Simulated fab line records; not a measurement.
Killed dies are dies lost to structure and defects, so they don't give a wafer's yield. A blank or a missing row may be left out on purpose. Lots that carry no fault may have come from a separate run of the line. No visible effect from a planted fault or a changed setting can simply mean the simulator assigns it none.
One fault seen from 2 desks -- flow sky130 -- numbers are kept per desk, each desk with only its own; the story behind them comes last

## FOR THE TOOL OWNER'S DESK: pecvd-04
The tool's own readings at SKY_PASSIVATION_CVD_00 (deposits SiO2, target thk 90 nm): means of the sampled wafers that have a number, for each lot that ran on this tool. Any lot whose mean is over 4 standard deviations away from the usual mean is out of limits and marked OUT; that distance is given in the brackets.
Columns: A = heater-power-w at SKY_PASSIVATION_CVD_00, usual 704 W
lot,first seen here,A
L388,day 44 07:28,683
L390,day 44 16:17,629
L395,day 46 12:16,635
L407,day 48 21:52,674
L408,day 49 01:43,617
L409,day 49 03:44,601
This desk found nothing out of limits on any of the 6 lots.

## METROLOGY DESK
What the gauges read, lot by lot, whatever tool the lot ran on: means of the sampled wafers that have a number. Any lot whose mean is over 4 standard deviations away from the usual mean is out of limits and marked OUT; that distance is given in the brackets.
Columns: A = VIA4_W_RS at SKY_VIA4_RS_MEAS_19, usual 0.2263 ohm/sq; B = PASSIVATION_CVD_00_THK at SKY_PASSIVATION_THK_MEAS_01, usual 89.8 nm
lot,first seen here,A,B
L388,day 43 07:11,0.2232,89.1
L390,day 43 16:23,0.2277,65.3 (-22) OUT
L396,day 45 12:03,0.2237,89.9
L395,day 45 13:56,0.2304,66.0 (-22) OUT
L401,day 46 15:28,0.2244,88.4
L404,day 47 15:04,0.2268,89.7
L406,day 47 23:02,0.2238,89.8
L407,day 48 02:16,0.2292,90.7
L408,day 48 06:19,0.2257,89.9
L409,day 48 08:02,0.2275,91.4
Per this desk, out of limits: L390, L395; the first was L390, day 44 16:19 (PASSIVATION_CVD_00_THK at SKY_PASSIVATION_THK_MEAS_01). In limits: L388, L396, L401, L404, L406, L407, L408, L409.

## TAKEN TOGETHER
At day 44 16:19 the metrology desk could have sounded an alarm, on L390, L395.
The tool owner's desk saw nothing out of limits.
The tool owner's desk has L390, L395 on record, within its limits.
SKY_PASSIVATION_CVD_00 was run on pecvd-04 by each of the lots named.

## WHAT THE SIMULATOR HAD INSERTED
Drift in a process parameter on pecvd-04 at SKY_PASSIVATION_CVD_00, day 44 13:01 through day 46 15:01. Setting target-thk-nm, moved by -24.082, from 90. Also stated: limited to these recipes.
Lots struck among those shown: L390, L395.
Per desk, hours elapsed from the start of the fault to the first reading out of limits: for the metrology desk, 3.
